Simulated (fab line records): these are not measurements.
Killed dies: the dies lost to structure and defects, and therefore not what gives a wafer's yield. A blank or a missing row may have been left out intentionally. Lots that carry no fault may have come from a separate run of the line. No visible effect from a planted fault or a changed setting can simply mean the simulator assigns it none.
fab line records :: flow sky130 :: part 2 of 2: steps 31 to 41 of 41
record:
  lots: 5
  wafers: 15
  lastDay: 50
route steps=708 shown NWELL@74 PWDE@84 VT_ADJUST_HVTP@85 VT_ADJUST_LVTN@97
lots that met no fault: taken from a fault-free run of the same line
startH: hours from the record's first day to the start of the lot's first wafer shown :: waitH: hours since the lot's step before :: " the same as in the row above :: L1.1+2: several wafers, shown together as one row :: - either no value or no given start :: * or withheld: withheld :: < > ~ a bound
route shown NAME@n: NAME is a module with steps in the file, n the number in the route of the first one :: usual: mean/standard deviation taken from wafers without a fault :: same: alike in all rows :: chamber/n: place in a boat :: sites: the reading at each site :: _std_site: the standard deviation of these :: _edge_site: the outer-site mean with the inner-site mean subtracted :: radiusMm: for every site, how far away it sits from the centre of the wafer :: mask NAME#n: copy n :: behind: tool/chamber where the wafer was last shaped :: hold: reason for holding the lot/hours on hold/outcome of the hold :: device: whichever transistor did not switch (one of n, p or np) :: end of line: the route-end tests of the same wafers :: a step without rows: its recipe alone :: killed: dies lost to structure and defects at the first sort, not the wafer's yield :: map: a wafer's dies, marking killed ones x, the rest . and places with no die _
set.NAME: the run value of the setting; set.NAME@STEP: its run value at that earlier step :: model.NAME: the simulator's own value behind a step, which no gauge read
certain route steps with their lots: each step a table, each wafer a row
services: from which hour (startH, from the record's first day; less than 0 if before it) a tool's chamber was out of use, for how many hours, and why
== steps ==
step: SKY_VT_ADJUST_LVTN_IMPLANT_08
recipe:
  species: B
  energyKev: 30
  doseCm2: 1.57e+12
  tiltDeg: withheld
lot.wafer: L077.1+4+5
tool: implanter-04
chamber: 0
startH: 166.81
waitH: 0.0

lot.wafer: L089.4+5+6
tool: implanter-03
chamber: 0
startH: 246.26
waitH: 0.1

lot.wafer: L090.1+3+5
tool: implanter-04
chamber: 0
startH: 249.63
waitH: 0.0

lot.wafer: L091.2+4+6
tool: implanter-02
chamber: 0
startH: 258.65
waitH: 0.0

lot.wafer: L097.2+3+6
tool: implanter-04
chamber: 0
startH: 301.85
waitH: 0.0
step: SKY_VT_ADJUST_LVTN_STRIP_09
recipe:
  chemistry: O2/N2
  powerW: 1400
  pressureMtorr: 1500
  platenTempC: withheld
  o2FlowSccm: 3000
  n2FlowSccm: 300
  overashFraction: 0.5
usual:
  drypumpMotorCurrentA: 5.7/0.5
  oesProductAu: 0.722/0.0047
  stripTimeToEndpointS: 36.93/0.11
lot.wafer: L077.1
tool: plasmaAsher-02
chamber: 1
startH: 166.96
waitH: 0.1
drypumpMotorCurrentA: 6.1
oesProductAu: 0.725
rfHoursCounterH: 48
stripTimeToEndpointS: 37.02

lot.wafer: L077.4
tool: plasmaAsher-02
chamber: 0
startH: 166.96
waitH: 0.1
drypumpMotorCurrentA: 5.1
oesProductAu: 0.730
rfHoursCounterH: -
stripTimeToEndpointS: 36.95

lot.wafer: L077.5
tool: plasmaAsher-02
chamber: 0
startH: 166.96
waitH: 0.1
drypumpMotorCurrentA: 5.1
oesProductAu: 0.726
rfHoursCounterH: -
stripTimeToEndpointS: 36.96

lot.wafer: L089.4
tool: plasmaAsher-03
chamber: 1
startH: 246.37
waitH: 0.1
drypumpMotorCurrentA: 5.8
oesProductAu: 0.728
rfHoursCounterH: -
stripTimeToEndpointS: 36.85

lot.wafer: L089.5
tool: plasmaAsher-03
chamber: 0
startH: 246.37
waitH: 0.1
drypumpMotorCurrentA: 6.1
oesProductAu: 0.723
rfHoursCounterH: -
stripTimeToEndpointS: 36.90

lot.wafer: L089.6
tool: plasmaAsher-03
chamber: 1
startH: 246.37
waitH: 0.1
drypumpMotorCurrentA: 5.9
oesProductAu: 0.724
rfHoursCounterH: -
stripTimeToEndpointS: 36.80

lot.wafer: L090.1
tool: plasmaAsher-04
chamber: 1
startH: 249.78
waitH: 0.1
drypumpMotorCurrentA: 4.9
oesProductAu: 0.716
rfHoursCounterH: 44
stripTimeToEndpointS: 36.91

lot.wafer: L090.3
tool: plasmaAsher-04
chamber: 1
startH: 249.78
waitH: 0.1
drypumpMotorCurrentA: 4.9
oesProductAu: 0.729
rfHoursCounterH: -
stripTimeToEndpointS: 36.85

lot.wafer: L090.5
tool: plasmaAsher-04
chamber: 0
startH: 249.78
waitH: 0.1
drypumpMotorCurrentA: 6.1
oesProductAu: 0.722
rfHoursCounterH: -
stripTimeToEndpointS: 36.93

lot.wafer: L091.2
tool: plasmaAsher-02
chamber: 0
startH: 258.78
waitH: 0.1
drypumpMotorCurrentA: 5.1
oesProductAu: 0.718
rfHoursCounterH: 58
stripTimeToEndpointS: 36.82

lot.wafer: L091.4
tool: plasmaAsher-02
chamber: 1
startH: 258.78
waitH: 0.1
drypumpMotorCurrentA: 6.2
oesProductAu: 0.723
rfHoursCounterH: -
stripTimeToEndpointS: 36.92

lot.wafer: L091.6
tool: plasmaAsher-02
chamber: 0
startH: 258.78
waitH: 0.1
drypumpMotorCurrentA: 5.1
oesProductAu: 0.721
rfHoursCounterH: -
stripTimeToEndpointS: 36.92

lot.wafer: L097.2
tool: plasmaAsher-04
chamber: 0
startH: 301.98
waitH: 0.1
drypumpMotorCurrentA: 6.1
oesProductAu: 0.721
rfHoursCounterH: 49
stripTimeToEndpointS: 36.85

lot.wafer: L097.3
tool: plasmaAsher-04
chamber: 1
startH: 301.98
waitH: 0.1
drypumpMotorCurrentA: 4.9
oesProductAu: 0.715
rfHoursCounterH: -
stripTimeToEndpointS: 36.93

lot.wafer: L097.6
tool: plasmaAsher-04
chamber: 1
startH: 301.98
waitH: 0.1
drypumpMotorCurrentA: 4.9
oesProductAu: 0.720
rfHoursCounterH: -
stripTimeToEndpointS: 36.92
step: SKY_VT_ADJUST_LVTN_TW_MEAS_10
usual:
  VT_ADJUST_LVTN_TW: 240.2/2.1
lot.wafer: L077.1
tool: filmMetro-04
chamber: -
startH: 167.06
waitH: 0.1
VT_ADJUST_LVTN_TW: 237.8

lot.wafer: L077.4
tool: filmMetro-04
chamber: -
startH: 167.06
waitH: 0.1
VT_ADJUST_LVTN_TW: 239.3

lot.wafer: L077.5
tool: filmMetro-04
chamber: -
startH: 167.06
waitH: 0.1
VT_ADJUST_LVTN_TW: 238.3

lot.wafer: L089.4
tool: filmMetro-03
chamber: -
startH: 246.47
waitH: 0.1
VT_ADJUST_LVTN_TW: 239.9

lot.wafer: L089.5
tool: filmMetro-03
chamber: -
startH: 246.47
waitH: 0.1
VT_ADJUST_LVTN_TW: 239.4

lot.wafer: L089.6
tool: filmMetro-03
chamber: -
startH: 246.47
waitH: 0.1
VT_ADJUST_LVTN_TW: 241.0

lot.wafer: L090.1
tool: filmMetro-03
chamber: -
startH: 249.88
waitH: 0.1
VT_ADJUST_LVTN_TW: 238.5

lot.wafer: L090.3
tool: filmMetro-03
chamber: -
startH: 249.88
waitH: 0.1
VT_ADJUST_LVTN_TW: 239.1

lot.wafer: L090.5
tool: filmMetro-03
chamber: -
startH: 249.88
waitH: 0.1
VT_ADJUST_LVTN_TW: 239.9

lot.wafer: L091.2
tool: filmMetro-03
chamber: -
startH: 258.89
waitH: 0.1
VT_ADJUST_LVTN_TW: 239.2

lot.wafer: L091.4
tool: filmMetro-03
chamber: -
startH: 258.89
waitH: 0.1
VT_ADJUST_LVTN_TW: 239.8

lot.wafer: L091.6
tool: filmMetro-03
chamber: -
startH: 258.89
waitH: 0.1
VT_ADJUST_LVTN_TW: 239.1

lot.wafer: L097.2
tool: filmMetro-04
chamber: -
startH: 302.09
waitH: 0.1
VT_ADJUST_LVTN_TW: 237.1

lot.wafer: L097.3
tool: filmMetro-04
chamber: -
startH: 302.09
waitH: 0.1
VT_ADJUST_LVTN_TW: 236.4

lot.wafer: L097.6
tool: filmMetro-04
chamber: -
startH: 302.09
waitH: 0.1
VT_ADJUST_LVTN_TW: 236.0
step: SKY_VT_ADJUST_LVTN_DEHYDRATE_11
recipe:
  tempC: 200
  timeS: 60
lot.wafer: L077.1+4+5
tool: lithoTrack-01
chamber: 0
startH: 176.34
waitH: 9.3

lot.wafer: L089.4+5+6
tool: lithoTrack-04
chamber: 0
startH: 258.15
waitH: 11.7

lot.wafer: L090.1+3+5
tool: lithoTrack-01
chamber: 0
startH: 260.69
waitH: 10.8

lot.wafer: L091.2+4+6
tool: lithoTrack-01
chamber: 0
startH: 270.67
waitH: 11.8

lot.wafer: L097.2+3+6
tool: lithoTrack-04
chamber: 0
startH: 314.34
waitH: 12.2
step: SKY_VT_ADJUST_LVTN_HMDS_12
recipe:
  primeTimeS: 60
  primeTempC: 120
lot.wafer: L077.1+4+5
tool: lithoTrack-01
chamber: 0
startH: 176.49
waitH: 0.1

lot.wafer: L089.4+5+6
tool: lithoTrack-04
chamber: 0
startH: 258.30
waitH: 0.1

lot.wafer: L090.1+3+5
tool: lithoTrack-01
chamber: 0
startH: 260.84
waitH: 0.1

lot.wafer: L091.2+4+6
tool: lithoTrack-01
chamber: 0
startH: 270.82
waitH: 0.1

lot.wafer: L097.2+3+6
tool: lithoTrack-04
chamber: 0
startH: 314.49
waitH: 0.1
step: SKY_VT_ADJUST_LVTN_COAT_13
recipe:
  resist: NOVOLAK
  spinRpm: 3000
  resistThkNm: 1140
usual:
  dispensePressureKPa: 48/3.5
lot.wafer: L077.1
tool: lithoTrack-01
chamber: 0
startH: 176.64
waitH: 0.1
dispensePressureKPa: 51

lot.wafer: L077.4
tool: lithoTrack-01
chamber: 0
startH: 176.64
waitH: 0.1
dispensePressureKPa: 51

lot.wafer: L077.5
tool: lithoTrack-01
chamber: 0
startH: 176.64
waitH: 0.1
dispensePressureKPa: 51

lot.wafer: L089.4
tool: lithoTrack-04
chamber: 0
startH: 258.45
waitH: 0.1
dispensePressureKPa: 46

lot.wafer: L089.5
tool: lithoTrack-04
chamber: 0
startH: 258.45
waitH: 0.1
dispensePressureKPa: 46

lot.wafer: L089.6
tool: lithoTrack-04
chamber: 0
startH: 258.45
waitH: 0.1
dispensePressureKPa: 46

lot.wafer: L090.1
tool: lithoTrack-01
chamber: 0
startH: 260.99
waitH: 0.1
dispensePressureKPa: 51

lot.wafer: L090.3
tool: lithoTrack-01
chamber: 0
startH: 260.99
waitH: 0.1
dispensePressureKPa: 51

lot.wafer: L090.5
tool: lithoTrack-01
chamber: 0
startH: 260.99
waitH: 0.1
dispensePressureKPa: 51

lot.wafer: L091.2
tool: lithoTrack-01
chamber: 0
startH: 270.97
waitH: 0.1
dispensePressureKPa: 51

lot.wafer: L091.4
tool: lithoTrack-01
chamber: 0
startH: 270.97
waitH: 0.1
dispensePressureKPa: 51

lot.wafer: L091.6
tool: lithoTrack-01
chamber: 0
startH: 270.97
waitH: 0.1
dispensePressureKPa: 51

lot.wafer: L097.2
tool: lithoTrack-04
chamber: 0
startH: 314.64
waitH: 0.1
dispensePressureKPa: 46

lot.wafer: L097.3
tool: lithoTrack-04
chamber: 0
startH: 314.64
waitH: 0.1
dispensePressureKPa: 46

lot.wafer: L097.6
tool: lithoTrack-04
chamber: 0
startH: 314.64
waitH: 0.1
dispensePressureKPa: 46
step: SKY_VT_ADJUST_LVTN_SOFTBAKE_14
recipe:
  tempC: 90
  timeS: 60
  resist: NOVOLAK
lot.wafer: L077.1+4+5
tool: lithoTrack-01
chamber: 0
startH: 176.79
waitH: 0.1

lot.wafer: L089.4+5+6
tool: lithoTrack-04
chamber: 0
startH: 258.60
waitH: 0.1

lot.wafer: L090.1+3+5
tool: lithoTrack-01
chamber: 0
startH: 261.14
waitH: 0.1

lot.wafer: L091.2+4+6
tool: lithoTrack-01
chamber: 0
startH: 271.12
waitH: 0.1

lot.wafer: L097.2+3+6
tool: lithoTrack-04
chamber: 0
startH: 314.79
waitH: 0.1
step: SKY_VT_ADJUST_LVTN_EXPOSE_15
recipe:
  maskId: HVN_STD_DERIVED
  na: 0.6
  sourceShape: conventional
  sigmaOuter: 0.6
  polarization: unpolarized
  targetCdNm: 600
  doseMj: 163
usual:
  stageVelMmS: 500.02/0.23
same:
  sigmaOuter: 0.6
lot.wafer: L077.1
tool: ilineStepper-01
chamber: 0
startH: -
waitH: -
mask: HVN_STD_DERIVED#0
stageVelMmS: 500.13

lot.wafer: L077.4
tool: ilineStepper-01
chamber: 0
startH: -
waitH: -
mask: HVN_STD_DERIVED#0
stageVelMmS: 500.21

lot.wafer: L077.5
tool: ilineStepper-01
chamber: 0
startH: -
waitH: -
mask: HVN_STD_DERIVED#0
stageVelMmS: 500.24

lot.wafer: L089.4
tool: ilineStepper-01
chamber: 0
startH: -
waitH: -
mask: HVN_STD_DERIVED#0
stageVelMmS: 500.07

lot.wafer: L089.5
tool: ilineStepper-01
chamber: 0
startH: -
waitH: -
mask: HVN_STD_DERIVED#0
stageVelMmS: 500.09

lot.wafer: L089.6
tool: ilineStepper-01
chamber: 0
startH: -
waitH: -
mask: HVN_STD_DERIVED#0
stageVelMmS: 499.82

lot.wafer: L090.1
tool: ilineStepper-01
chamber: 0
startH: -
waitH: -
mask: HVN_STD_DERIVED#0
stageVelMmS: 499.90

lot.wafer: L090.3
tool: ilineStepper-01
chamber: 0
startH: -
waitH: -
mask: HVN_STD_DERIVED#0
stageVelMmS: 499.82

lot.wafer: L090.5
tool: ilineStepper-01
chamber: 0
startH: -
waitH: -
mask: HVN_STD_DERIVED#0
stageVelMmS: 499.84

lot.wafer: L091.2
tool: ilineStepper-01
chamber: 0
startH: -
waitH: -
mask: HVN_STD_DERIVED#0
stageVelMmS: 499.89

lot.wafer: L091.4
tool: ilineStepper-01
chamber: 0
startH: -
waitH: -
mask: HVN_STD_DERIVED#0
stageVelMmS: 499.76

lot.wafer: L091.6
tool: ilineStepper-01
chamber: 0
startH: -
waitH: -
mask: HVN_STD_DERIVED#0
stageVelMmS: 499.77

lot.wafer: L097.2
tool: ilineStepper-02
chamber: 0
startH: -
waitH: -
mask: HVN_STD_DERIVED#0
stageVelMmS: 499.91

lot.wafer: L097.3
tool: ilineStepper-02
chamber: 0
startH: -
waitH: -
mask: HVN_STD_DERIVED#0
stageVelMmS: 499.67

lot.wafer: L097.6
tool: ilineStepper-02
chamber: 0
startH: -
waitH: -
mask: HVN_STD_DERIVED#0
stageVelMmS: 500.15
step: SKY_VT_ADJUST_LVTN_PEB_16
recipe:
  tempC: withheld
  timeS: *
  resist: NOVOLAK
lot.wafer: L077.1+4+5
tool: lithoTrack-01
chamber: 0
startH: -
waitH: -

lot.wafer: L089.4+5+6
tool: lithoTrack-01
chamber: 0
startH: -
waitH: -

lot.wafer: L090.1+3+5
tool: lithoTrack-01
chamber: 0
startH: -
waitH: -

lot.wafer: L091.2+4+6
tool: lithoTrack-02
chamber: 0
startH: -
waitH: -

lot.wafer: L097.2+3+6
tool: lithoTrack-01
chamber: 0
startH: -
waitH: -
step: SKY_VT_ADJUST_LVTN_DEVELOP_17
recipe:
  resist: NOVOLAK
  developer: TMAH
  developTimeS: 60
  devTempC: 23
usual:
  developerTempC: 22.98/0.11
lot.wafer: L077.1
tool: lithoTrack-01
chamber: 0
startH: 187.94
waitH: 0.1
developerTempC: 22.92

lot.wafer: L077.4
tool: lithoTrack-01
chamber: 0
startH: 187.94
waitH: 0.1
developerTempC: 22.84

lot.wafer: L077.5
tool: lithoTrack-01
chamber: 0
startH: 187.94
waitH: 0.1
developerTempC: 22.95

lot.wafer: L089.4
tool: lithoTrack-01
chamber: 0
startH: 270.57
waitH: 0.1
developerTempC: 22.89

lot.wafer: L089.5
tool: lithoTrack-01
chamber: 0
startH: 270.57
waitH: 0.1
developerTempC: 22.91

lot.wafer: L089.6
tool: lithoTrack-01
chamber: 0
startH: 270.57
waitH: 0.1
developerTempC: 23.09

lot.wafer: L090.1
tool: lithoTrack-01
chamber: 0
startH: 272.94
waitH: 0.1
developerTempC: 23.03

lot.wafer: L090.3
tool: lithoTrack-01
chamber: 0
startH: 272.94
waitH: 0.1
developerTempC: 22.91

lot.wafer: L090.5
tool: lithoTrack-01
chamber: 0
startH: 272.94
waitH: 0.1
developerTempC: 23.00

lot.wafer: L091.2
tool: lithoTrack-02
chamber: 0
startH: 283.97
waitH: 0.1
developerTempC: 23.02

lot.wafer: L091.4
tool: lithoTrack-02
chamber: 0
startH: 283.97
waitH: 0.1
developerTempC: 22.94

lot.wafer: L091.6
tool: lithoTrack-02
chamber: 0
startH: 283.97
waitH: 0.1
developerTempC: 22.99

lot.wafer: L097.2
tool: lithoTrack-01
chamber: 0
startH: 327.72
waitH: 0.1
developerTempC: 23.14

lot.wafer: L097.3
tool: lithoTrack-01
chamber: 0
startH: 327.72
waitH: 0.1
developerTempC: 22.95

lot.wafer: L097.6
tool: lithoTrack-01
chamber: 0
startH: 327.72
waitH: 0.1
developerTempC: 23.11
step: SKY_VT_ADJUST_LVTN_OVL_MEAS_18
usual:
  VT_ADJUST_LVTN_01_OVL: -0.1/1.3
lot.wafer: L077.1
tool: overlay-01
chamber: -
startH: 188.09
waitH: 0.1
VT_ADJUST_LVTN_01_OVL[nm]: -2.1

lot.wafer: L077.4
tool: overlay-01
chamber: -
startH: 188.09
waitH: 0.1
VT_ADJUST_LVTN_01_OVL[nm]: -2.2

lot.wafer: L077.5
tool: overlay-01
chamber: -
startH: 188.09
waitH: 0.1
VT_ADJUST_LVTN_01_OVL[nm]: -0.7

lot.wafer: L089.4
tool: overlay-01
chamber: -
startH: 270.66
waitH: 0.1
VT_ADJUST_LVTN_01_OVL[nm]: 0.2

lot.wafer: L089.5
tool: overlay-01
chamber: -
startH: 270.66
waitH: 0.1
VT_ADJUST_LVTN_01_OVL[nm]: 0.8

lot.wafer: L089.6
tool: overlay-01
chamber: -
startH: 270.66
waitH: 0.1
VT_ADJUST_LVTN_01_OVL[nm]: -0.5

lot.wafer: L090.1
tool: overlay-01
chamber: -
startH: 273.09
waitH: 0.1
VT_ADJUST_LVTN_01_OVL[nm]: -0.4

lot.wafer: L090.3
tool: overlay-01
chamber: -
startH: 273.09
waitH: 0.1
VT_ADJUST_LVTN_01_OVL[nm]: 1.7

lot.wafer: L090.5
tool: overlay-01
chamber: -
startH: 273.09
waitH: 0.1
VT_ADJUST_LVTN_01_OVL[nm]: 1.0

lot.wafer: L091.2
tool: overlay-01
chamber: -
startH: 284.11
waitH: 0.1
VT_ADJUST_LVTN_01_OVL[nm]: 1.5

lot.wafer: L091.4
tool: overlay-01
chamber: -
startH: 284.11
waitH: 0.1
VT_ADJUST_LVTN_01_OVL[nm]: 0.7

lot.wafer: L091.6
tool: overlay-01
chamber: -
startH: 284.11
waitH: 0.1
VT_ADJUST_LVTN_01_OVL[nm]: 2.0

lot.wafer: L097.2
tool: overlay-02
chamber: -
startH: 327.85
waitH: 0.1
VT_ADJUST_LVTN_01_OVL[nm]: -2.0

lot.wafer: L097.3
tool: overlay-02
chamber: -
startH: 327.85
waitH: 0.1
VT_ADJUST_LVTN_01_OVL[nm]: 0.4

lot.wafer: L097.6
tool: overlay-02
chamber: -
startH: 327.85
waitH: 0.1
VT_ADJUST_LVTN_01_OVL[nm]: -1.0
== services ==
tool: plasmaAsher-01
chamber: -
startH: 108.75
hours: 9.0
kind: pm

tool: wetBench-01
chamber: -
startH: 145.75
hours: 0.8
kind: repair

tool: implanter-01
chamber: -
startH: 145.76
hours: 8.0
kind: pm

tool: ilineStepper-02
chamber: -
startH: 155.46
hours: 9.8
kind: repair

tool: plasmaAsher-03
chamber: -
startH: 158.96
hours: 5.2
kind: repair

tool: plasmaAsher-03
chamber: -
startH: 168.04
hours: 2.3
kind: repair

tool: plasmaAsher-03
chamber: -
startH: 171.45
hours: 10.7
kind: repair

tool: implanter-04
chamber: -
startH: 176.91
hours: 0.6
kind: repair

tool: plasmaAsher-04
chamber: -
startH: 177.59
hours: 1.6
kind: repair

tool: plasmaAsher-02
chamber: -
startH: 185.11
hours: 2.8
kind: pm

tool: wetBench-02
chamber: -
startH: 188.10
hours: 2.2
kind: repair

tool: implanter-04
chamber: -
startH: 188.94
hours: 11.1
kind: repair

tool: plasmaAsher-01
chamber: -
startH: 205.00
hours: 3.7
kind: repair

tool: ilineStepper-02
chamber: -
startH: 225.38
hours: 1.7
kind: pm

tool: implanter-02
chamber: -
startH: 228.05
hours: 3.4
kind: repair

tool: implanter-04
chamber: -
startH: 236.28
hours: 3.2
kind: pm

tool: plasmaAsher-02
chamber: -
startH: 238.25
hours: 0.4
kind: repair

tool: plasmaAsher-02
chamber: -
startH: 256.03
hours: 1.3
kind: repair

tool: plasmaAsher-04
chamber: -
startH: 271.12
hours: 1.9
kind: repair

tool: wetBench-02
chamber: -
startH: 276.33
hours: 0.7
kind: repair

tool: ilineStepper-01
chamber: -
startH: 295.13
hours: 1.7
kind: pm

tool: implanter-01
chamber: -
startH: 301.30
hours: 1.8
kind: repair

tool: implanter-01
chamber: -
startH: 303.08
hours: 3.4
kind: pm

tool: rtpAnneal-02
chamber: -
startH: 323.25
hours: 3.2
kind: pm
